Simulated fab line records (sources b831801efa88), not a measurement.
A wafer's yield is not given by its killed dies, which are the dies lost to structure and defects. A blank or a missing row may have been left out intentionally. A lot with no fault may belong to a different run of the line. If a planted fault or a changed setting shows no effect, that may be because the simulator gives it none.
fab line records | flow sky130
record lots=13 | wafers=39 | last_day=50
route steps=708 shown SONOS_TUNNEL@166 POLY_GATE@218 LDD_N@244 LDD_P@265 LDD_HVN@276
lots that met no fault: from a run of the same line without faults
start_h: start of the lot's first displayed wafer, in hours after the record's first day | wait_h: hours from the lot's prior step to this one | " the same as in the row above | L1.1+2: several wafers, shown together as one row | - no value, or no start given | * or withheld: withheld | < > ~ a bound
route shown NAME@n: a module of which the file shows steps, and the number in the route of the first | usual: average and standard deviation across the fault-free wafers | same: alike in all rows | chamber/n: place in a boat | sites: readings site by site | _std_site: their standard deviation | _edge_site: the outer-site mean with the inner-site mean subtracted | radius_mm: how far each site lies from the wafer's centre | mask NAME#n: copy n | behind: tool/chamber where the wafer was last shaped | hold: why the lot went on hold/how many hours it stayed there/how the hold came to an end | device: the transistor (n, p or np) that didn't switch | end of line: the tests these same wafers got at the end of their route | a step without rows: its recipe alone | killed: at the first sort, the dies lost to defects and structure; wafer yield is something else | map: shows each die of a wafer: x if killed, . if not, _ if none is there
set.NAME: the setting that was run; set.NAME@STEP: the one run at that earlier step | model.NAME: the simulator's own value behind a step, which no gauge read
the route's steps for a sample of lots (tables are steps, rows are wafers)
services: a tool's chamber out of use, with start hour (start_h, from the record's first day; less than 0 if before it), hours out, and reason
## steps
# step SKY_SONOS_TUNNEL_TW_MEAS_12
# usual SONOS_TUNNEL_TW=198.7/1.3
lot.wafer | tool          | chamber | start_h | wait_h | SONOS_TUNNEL_TW
L987.1    | film_metro-01 | -       | 251.27  | 0.0    | 198.1
L987.3    | "             | -       | "       | "      | 197.7
L987.6    | "             | -       | "       | "      | 197.5
L989.1    | film_metro-03 | -       | 269.14  | 0.0    | 196.2
L989.3    | "             | -       | "       | "      | 196.8
L989.4    | "             | -       | "       | "      | 197.3
L991.2    | film_metro-03 | -       | 275.00  | 0.0    | 196.8
L991.5    | "             | -       | "       | "      | 196.9
L991.6    | "             | -       | "       | "      | 196.1
L992.1    | film_metro-03 | -       | 295.10  | 0.0    | 198.9
L992.2    | "             | -       | "       | "      | 199.0
L992.4    | "             | -       | "       | "      | 198.1
L997.2    | film_metro-01 | -       | 326.43  | 0.0    | 199.1
L997.4    | "             | -       | "       | "      | 198.2
L997.5    | "             | -       | "       | "      | 198.9
L999.1    | film_metro-03 | -       | 342.74  | 0.0    | 199.0
L999.2    | "             | -       | "       | "      | 198.3
L999.6    | "             | -       | "       | "      | 199.7
L103.2    | film_metro-01 | -       | 381.05  | 0.0    | 199.9
L103.3    | "             | -       | "       | "      | 199.9
L103.6    | "             | -       | "       | "      | 198.6
L105.2    | film_metro-04 | -       | 395.80  | 0.0    | 200.7
L105.4    | "             | -       | "       | "      | 200.5
L105.5    | "             | -       | "       | "      | 201.9
L106.1    | film_metro-04 | -       | 397.20  | 0.0    | 199.1
L106.3    | "             | -       | "       | "      | 199.7
L106.4    | "             | -       | "       | "      | 198.7
L107.3    | film_metro-01 | -       | 407.81  | 0.0    | 199.5
L107.5    | "             | -       | "       | "      | 200.0
L107.6    | "             | -       | "       | "      | 200.7
L108.1    | film_metro-04 | -       | 416.34  | 0.0    | 200.4
L108.4    | "             | -       | "       | "      | 199.9
L108.6    | "             | -       | "       | "      | 200.1
L109.1    | film_metro-01 | -       | 422.14  | 0.0    | 199.0
L109.3    | "             | -       | "       | "      | 198.0
L109.6    | "             | -       | "       | "      | 197.4
L110.2    | film_metro-01 | -       | 436.57  | 0.0    | 198.0
L110.3    | "             | -       | "       | "      | 198.4
L110.4    | "             | -       | "       | "      | 200.1
# step SKY_POLY_GATE_THK_MEAS_04
# recipe reads=Si3N4_of_POLY_GATE_CVD_03
# usual POLY_GATE_CVD_03_THK=75.6/0.75
lot.wafer | tool          | chamber | start_h | wait_h | POLY_GATE_CVD_03_THK[nm]
L987.1    | film_metro-02 | -       | 346.44  | 0.0    | 75.0
L987.3    | "             | -       | "       | "      | 74.4
L987.6    | "             | -       | "       | "      | 75.3
L989.1    | film_metro-02 | -       | 362.14  | 0.0    | 75.5
L989.3    | "             | -       | "       | "      | 74.8
L989.4    | "             | -       | "       | "      | 74.5
L991.2    | film_metro-01 | -       | 368.05  | 0.0    | 76.5
L991.5    | "             | -       | "       | "      | 76.3
L991.6    | "             | -       | "       | "      | 75.9
L992.1    | film_metro-02 | -       | 391.40  | 0.0    | 75.4
L992.2    | "             | -       | "       | "      | 75.0
L992.4    | "             | -       | "       | "      | 75.2
L997.2    | film_metro-02 | -       | 428.07  | 0.0    | 75.1
L997.4    | "             | -       | "       | "      | 75.2
L997.5    | "             | -       | "       | "      | 74.9
L999.1    | film_metro-02 | -       | 445.36  | 0.0    | 77.3
L999.2    | "             | -       | "       | "      | 76.7
L999.6    | "             | -       | "       | "      | 77.1
L103.2    | film_metro-04 | -       | 486.89  | 0.0    | 75.7
L103.3    | "             | -       | "       | "      | 75.6
L103.6    | "             | -       | "       | "      | 75.9
L105.2    | film_metro-02 | -       | 501.85  | 0.0    | 74.8
L105.4    | "             | -       | "       | "      | 75.2
L105.5    | "             | -       | "       | "      | 75.0
L106.1    | film_metro-02 | -       | 503.89  | 0.0    | 75.1
L106.3    | "             | -       | "       | "      | 75.4
L106.4    | "             | -       | "       | "      | 76.2
L107.3    | film_metro-01 | -       | 509.91  | 0.0    | 74.9
L107.5    | "             | -       | "       | "      | 74.7
L107.6    | "             | -       | "       | "      | 75.0
L108.1    | film_metro-02 | -       | 523.36  | 0.0    | 77.3
L108.4    | "             | -       | "       | "      | 77.2
L108.6    | "             | -       | "       | "      | 77.1
L109.1    | film_metro-04 | -       | 526.98  | 0.0    | 76.3
L109.3    | "             | -       | "       | "      | 76.0
L109.6    | "             | -       | "       | "      | 75.8
L110.2    | film_metro-02 | -       | 538.72  | 0.0    | 76.1
L110.3    | "             | -       | "       | "      | 75.9
L110.4    | "             | -       | "       | "      | 75.9
# step SKY_LDD_N_OVL_MEAS_07
# usual LDD_N_OVL=-0.2/1.3
lot.wafer | tool       | chamber | start_h | wait_h | LDD_N_OVL[nm]
L987.1    | overlay-01 | -       | 407.25  | 0.1    | 1.1
L987.3    | "          | -       | "       | "      | 0.9
L987.6    | "          | -       | "       | "      | 0.8
L989.1    | overlay-01 | -       | 423.90  | 0.1    | 1.5
L989.3    | "          | -       | "       | "      | 0.5
L989.4    | "          | -       | "       | "      | 2.2
L991.2    | overlay-01 | -       | 430.00  | 0.1    | 2.3
L991.5    | "          | -       | "       | "      | -0.1
L991.6    | "          | -       | "       | "      | 0.8
L992.1    | overlay-01 | -       | 453.97  | 0.1    | -0.8
L992.2    | "          | -       | "       | "      | 1.8
L992.4    | "          | -       | "       | "      | 0.8
L997.2    | overlay-01 | -       | 492.67  | 0.1    | -1.2
L997.4    | "          | -       | "       | "      | 0.4
L997.5    | "          | -       | "       | "      | 2.2
L999.1    | overlay-02 | -       | 507.95  | 0.1    | -0.6
L999.2    | "          | -       | "       | "      | -0.9
L999.6    | "          | -       | "       | "      | -0.5
L103.2    | overlay-02 | -       | 549.30  | 0.1    | -1.5
L103.3    | "          | -       | "       | "      | -1.1
L103.6    | "          | -       | "       | "      | 0.7
L105.2    | overlay-02 | -       | 564.07  | 0.1    | -3.9
L105.4    | "          | -       | "       | "      | -1.7
L105.5    | "          | -       | "       | "      | -1.1
L106.1    | overlay-02 | -       | 565.40  | 0.1    | 0.1
L106.3    | "          | -       | "       | "      | 0.1
L106.4    | "          | -       | "       | "      | -2.0
L107.3    | overlay-01 | -       | 572.03  | 0.1    | -1.9
L107.5    | "          | -       | "       | "      | -1.2
L107.6    | "          | -       | "       | "      | -1.6
L108.1    | overlay-01 | -       | 585.15  | 0.1    | 0.2
L108.4    | "          | -       | "       | "      | 2.0
L108.6    | "          | -       | "       | "      | 1.3
L109.1    | overlay-02 | -       | 588.80  | 0.1    | -0.3
L109.3    | "          | -       | "       | "      | 1.4
L109.6    | "          | -       | "       | "      | -2.2
L110.2    | overlay-02 | -       | 600.61  | 0.1    | -0.5
L110.3    | "          | -       | "       | "      | -0.8
L110.4    | "          | -       | "       | "      | -1.3
# step SKY_LDD_P_STRIP_10
# recipe chemistry=O2/N2 | power_w=1400 | pressure_mtorr=1500 | platen_temp_c=withheld | o2_flow_sccm=3000 | n2_flow_sccm=300 | overash_fraction=0.5
# usual drypump_motor_current_A=5.4/0.56 | oes_product_au=0.715/0.0043 | strip_time_to_endpoint_s=14.32/0.036
# same overash_fraction=0.5
lot.wafer | tool            | chamber | start_h | wait_h | drypump_motor_current_A | oes_product_au | rf_hours_counter_h | strip_time_to_endpoint_s
L987.1    | plasma_asher-01 | 0       | 439.53  | 0.1    | 4.9                     | 0.713          | 62                 | 14.40
L987.3    | "               | 1       | "       | "      | 6.1                     | 0.716          | -                  | 14.35
L987.6    | "               | 1       | "       | "      | 6.1                     | 0.719          | -                  | 14.33
L989.1    | plasma_asher-01 | 1       | 455.93  | 0.1    | 6.1                     | 0.721          | 64                 | 14.30
L989.3    | "               | 1       | "       | "      | 6.1                     | 0.712          | -                  | 14.29
L989.4    | "               | 0       | "       | "      | 4.9                     | 0.724          | -                  | 14.27
L991.2    | plasma_asher-04 | 0       | 462.58  | 0.1    | 6.6                     | 0.712          | 34                 | 14.32
L991.5    | "               | 0       | "       | "      | 6.6                     | 0.716          | -                  | 14.34
L991.6    | "               | 1       | "       | "      | 5.3                     | 0.709          | -                  | 14.37
L992.1    | plasma_asher-02 | 1       | 485.66  | 0.1    | 5.5                     | 0.714          | 5                  | 14.33
L992.2    | "               | 0       | "       | "      | 4.9                     | 0.719          | 5                  | 14.35
L992.4    | "               | 0       | "       | "      | 4.9                     | 0.720          | -                  | 14.37
L997.2    | plasma_asher-02 | 1       | 523.96  | 0.1    | 5.5                     | 0.716          | 9                  | 14.28
L997.4    | "               | 1       | "       | "      | 5.6                     | 0.713          | -                  | 14.29
L997.5    | "               | 1       | "       | "      | 5.5                     | 0.716          | -                  | 14.24
L999.1    | plasma_asher-01 | 0       | 540.15  | 0.1    | 4.9                     | 0.933          | 73                 | -
L999.2    | "               | 1       | "       | "      | 6.1                     | 0.943          | 73                 | -
L999.6    | "               | 1       | "       | "      | 6.1                     | 0.940          | -                  | -
L103.2    | plasma_asher-02 | 1       | 580.20  | 0.1    | 5.6                     | 0.719          | 15                 | 14.29
L103.3    | "               | 1       | "       | "      | 5.6                     | 0.709          | -                  | 14.28
L103.6    | "               | 0       | "       | "      | 4.9                     | 0.719          | -                  | 14.29
L105.2    | plasma_asher-01 | 1       | 594.63  | 0.1    | 6.1                     | 0.716          | 80                 | 14.33
L105.4    | "               | 1       | "       | "      | 6.1                     | 0.710          | -                  | 14.29
L105.5    | "               | 1       | "       | "      | 6.1                     | 0.712          | -                  | 14.29
L106.1    | plasma_asher-01 | 0       | 596.38  | 0.1    | 4.9                     | 0.713          | 80                 | 14.28
L106.3    | "               | 0       | "       | "      | 4.9                     | 0.706          | -                  | 14.32
L106.4    | "               | 1       | "       | "      | 6.0                     | 0.708          | -                  | 14.28
L107.3    | plasma_asher-02 | 1       | 602.86  | 0.1    | 5.5                     | 0.715          | -                  | 14.32
L107.5    | "               | 1       | "       | "      | 5.5                     | 0.719          | -                  | 14.27
L107.6    | "               | 0       | "       | "      | 4.9                     | 0.712          | -                  | 14.26
L108.1    | plasma_asher-04 | 0       | 615.83  | 0.1    | 6.6                     | 0.722          | 45                 | 14.36
L108.4    | "               | 0       | "       | "      | 6.6                     | 0.713          | -                  | 14.39
L108.6    | "               | 0       | "       | "      | 6.6                     | 0.712          | -                  | 14.37
L109.1    | plasma_asher-02 | 1       | 619.26  | 0.1    | 5.5                     | 0.705          | 20                 | 14.36
L109.3    | "               | 1       | "       | "      | 5.5                     | 0.716          | -                  | 14.34
L109.6    | "               | 1       | "       | "      | 5.5                     | 0.722          | -                  | 14.32
L110.2    | plasma_asher-02 | 1       | 632.00  | 0.1    | 5.6                     | 0.715          | 21                 | 14.36
L110.3    | "               | 0       | "       | "      | 4.9                     | 0.714          | -                  | 14.30
L110.4    | "               | 1       | "       | "      | 5.5                     | 0.719          | -                  | 14.37
# step SKY_LDD_HVN_STRIP_09
# recipe chemistry=O2/N2 | power_w=1400 | pressure_mtorr=1500 | platen_temp_c=withheld | o2_flow_sccm=3000 | n2_flow_sccm=300 | overash_fraction=0.5
# usual drypump_motor_current_A=5.8/0.53 | oes_product_au=0.409/0.0049 | strip_time_to_endpoint_s=4.134/0.015
# same overash_fraction=0.5
lot.wafer | tool            | chamber | start_h | wait_h | drypump_motor_current_A | oes_product_au | rf_hours_counter_h | strip_time_to_endpoint_s
L987.1    | plasma_asher-04 | 1       | 470.00  | 0.1    | 5.3                     | 0.408          | 35                 | 4.121
L987.3    | "               | 0       | "       | "      | 6.6                     | 0.411          | -                  | 4.110
L987.6    | "               | 0       | "       | "      | 6.6                     | 0.406          | -                  | 4.134
L989.1    | plasma_asher-03 | 1       | 487.10  | 0.1    | 5.9                     | 0.415          | 79                 | 4.153
L989.3    | "               | 1       | "       | "      | 5.9                     | 0.412          | -                  | 4.114
L989.4    | "               | 0       | "       | "      | 6.0                     | 0.403          | -                  | 4.124
L991.2    | plasma_asher-03 | 0       | 493.33  | 0.1    | 6.0                     | 0.413          | 79                 | 4.116
L991.5    | "               | 0       | "       | "      | 6.0                     | 0.408          | -                  | 4.139
L991.6    | "               | 1       | "       | "      | 5.9                     | 0.414          | -                  | 4.122
L992.1    | plasma_asher-04 | 0       | 516.23  | 0.1    | 6.6                     | 0.407          | 40                 | 4.125
L992.2    | "               | 1       | "       | "      | 5.3                     | 0.401          | 40                 | 4.126
L992.4    | "               | 1       | "       | "      | 5.3                     | 0.401          | -                  | 4.137
L997.2    | plasma_asher-03 | 1       | 554.20  | 0.1    | 5.9                     | 0.403          | 86                 | 4.156
L997.4    | "               | 1       | "       | "      | 5.9                     | 0.419          | -                  | 4.147
L997.5    | "               | 0       | "       | "      | 6.0                     | 0.407          | -                  | 4.159
L999.1    | plasma_asher-03 | 1       | 569.98  | 0.1    | 5.9                     | 0.670          | 88                 | 10.613
L999.2    | "               | 0       | "       | "      | 6.0                     | 0.675          | 88                 | 10.611
L999.6    | "               | 1       | "       | "      | 5.9                     | 0.679          | -                  | 10.605
L103.2    | plasma_asher-03 | 1       | 609.53  | 0.1    | 5.9                     | 0.414          | 93                 | 4.131
L103.3    | "               | 1       | "       | "      | 5.9                     | 0.398          | -                  | 4.145
L103.6    | "               | 1       | "       | "      | 5.9                     | 0.410          | -                  | 4.126
L105.2    | plasma_asher-01 | 1       | 623.88  | 0.1    | 6.1                     | 0.412          | 83                 | 4.139
L105.4    | "               | 1       | "       | "      | 6.1                     | 0.413          | -                  | 4.167
L105.5    | "               | 0       | "       | "      | 4.9                     | 0.405          | -                  | 4.135
L106.1    | plasma_asher-04 | 0       | 625.90  | 0.1    | 6.6                     | 0.407          | 46                 | 4.149
L106.3    | "               | 1       | "       | "      | 5.2                     | 0.413          | -                  | 4.130
L106.4    | "               | 0       | "       | "      | 6.6                     | 0.414          | -                  | 4.135
L107.3    | plasma_asher-04 | 1       | 632.52  | 0.1    | 5.3                     | 0.414          | -                  | 4.122
L107.5    | "               | 0       | "       | "      | 6.6                     | 0.405          | -                  | 4.120
L107.6    | "               | 1       | "       | "      | 5.3                     | 0.414          | -                  | 4.144
L108.1    | plasma_asher-03 | 1       | 644.83  | 0.1    | 5.9                     | 0.404          | 96                 | 4.119
L108.4    | "               | 0       | "       | "      | 6.0                     | 0.409          | -                  | 4.131
L108.6    | "               | 0       | "       | "      | 6.1                     | 0.417          | -                  | 4.115
L109.1    | plasma_asher-01 | 0       | 648.35  | 0.1    | 4.9                     | 0.413          | 85                 | 4.127
L109.3    | "               | 1       | "       | "      | 6.1                     | 0.413          | -                  | 4.119
L109.6    | "               | 0       | "       | "      | 4.9                     | 0.414          | -                  | 4.141
L110.2    | plasma_asher-01 | 1       | 661.15  | 0.1    | 6.1                     | 0.408          | 86                 | 4.146
L110.3    | "               | 1       | "       | "      | 6.1                     | 0.407          | -                  | 4.148
L110.4    | "               | 0       | "       | "      | 4.9                     | 0.411          | -                  | 4.170
# step SKY_LDD_HVN_TW_MEAS_10
# usual LDD_HVN_TW=1444/17
lot.wafer | tool          | chamber | start_h | wait_h | LDD_HVN_TW
L987.1    | film_metro-02 | -       | 470.10  | 0.1    | 1420
L987.3    | "             | -       | "       | "      | 1412
L987.6    | "             | -       | "       | "      | 1417
L989.1    | film_metro-02 | -       | 487.20  | 0.1    | 1421
L989.3    | "             | -       | "       | "      | 1418
L989.4    | "             | -       | "       | "      | 1426
L991.2    | film_metro-02 | -       | 493.44  | 0.1    | 1424
L991.5    | "             | -       | "       | "      | 1420
L991.6    | "             | -       | "       | "      | 1416
L992.1    | film_metro-02 | -       | 516.33  | 0.1    | 1423
L992.2    | "             | -       | "       | "      | 1416
L992.4    | "             | -       | "       | "      | 1419
L997.2    | film_metro-04 | -       | 554.31  | 0.1    | 1459
L997.4    | "             | -       | "       | "      | 1462
L997.5    | "             | -       | "       | "      | 1471
L999.1    | film_metro-02 | -       | 570.08  | 0.1    | 30
L999.2    | "             | -       | "       | "      | 30
L999.6    | "             | -       | "       | "      | 29
L103.2    | film_metro-04 | -       | 609.64  | 0.1    | 1456
L103.3    | "             | -       | "       | "      | 1456
L103.6    | "             | -       | "       | "      | 1456
L105.2    | film_metro-01 | -       | 623.99  | 0.1    | 1453
L105.4    | "             | -       | "       | "      | 1444
L105.5    | "             | -       | "       | "      | 1450
L106.1    | film_metro-02 | -       | 626.00  | 0.1    | 1425
L106.3    | "             | -       | "       | "      | 1420
L106.4    | "             | -       | "       | "      | 1425
L107.3    | film_metro-04 | -       | 632.60  | 0.1    | 1461
L107.5    | "             | -       | "       | "      | 1465
L107.6    | "             | -       | "       | "      | 1465
L108.1    | film_metro-04 | -       | 644.93  | 0.1    | 1456
L108.4    | "             | -       | "       | "      | 1455
L108.6    | "             | -       | "       | "      | 1448
L109.1    | film_metro-01 | -       | 648.45  | 0.1    | 1440
L109.3    | "             | -       | "       | "      | 1443
L109.6    | "             | -       | "       | "      | 1440
L110.2    | film_metro-04 | -       | 661.26  | 0.1    | 1466
L110.3    | "             | -       | "       | "      | 1462
L110.4    | "             | -       | "       | "      | 1455
## services
tool            | chamber | start_h | hours | kind
plasma_asher-02 | -       | 416.88  | 3.7   | repair
plasma_asher-02 | -       | 421.25  | 9.0   | pm
plasma_asher-02 | 0       | 421.25  | 9.0   | vent_cycle
plasma_asher-02 | 1       | 421.25  | 9.0   | vent_cycle
plasma_asher-02 | 0       | 430.25  | -     | clean
plasma_asher-02 | 1       | 430.25  | -     | clean
plasma_asher-03 | -       | 471.61  | 2.8   | pm
plasma_asher-03 | -       | 477.05  | 4.3   | pm
plasma_asher-02 | -       | 478.98  | 2.8   | pm
plasma_asher-04 | -       | 534.69  | 14.6  | pm
plasma_asher-02 | -       | 544.48  | 4.2   | repair
plasma_asher-04 | -       | 557.11  | 28.1  | pm
plasma_asher-04 | -       | 594.61  | 10.1  | repair
plasma_asher-04 | -       | 655.99  | 3.2   | repair
## key
first_sign step=SKY_LDD_P_STRIP_10 | reading=oes_product_au | direction=up | sigmas=52 | usual=0.715 | struck=0.939
effect step=SKY_LDD_HVN_STRIP_09 | reading=strip_time_to_endpoint_s | direction=up | sigmas=99+ | usual=* | struck=*
effect step=SKY_LDD_HVN_TW_MEAS_10 | reading=LDD_HVN_TW | direction=down | sigmas=82 | usual=1444 | struck=30
met_at SKY_LDD_P_STRIP_10
struck_lots L999
sort_left_out L999.1,L999.2,L999.6
tester_left_out L999
not_acting_at SKY_SONOS_TUNNEL_TW_MEAS_12,SKY_POLY_GATE_THK_MEAS_04,SKY_LDD_N_OVL_MEAS_07
onset_between 455.93 540.15
fault kind=strip_aborted | tool=plasma_asher-01 | chamber=- | onset_h=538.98 | steps=SKY_LDD_P_STRIP_10 | offset=0.6207 | end_h=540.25
# tester_left_out: of these lots the tester's yield and bins aren't shown, on N5 and GAA mostly nor the transistor test; their killed dies are dies lost to structure and defects alone, not to doping, threshold or leakage, so they don't give the yield
# sort_left_out: the simulated sort isn't trusted on such a fault, so these wafers' sort isn't shown, and their yield isn't known
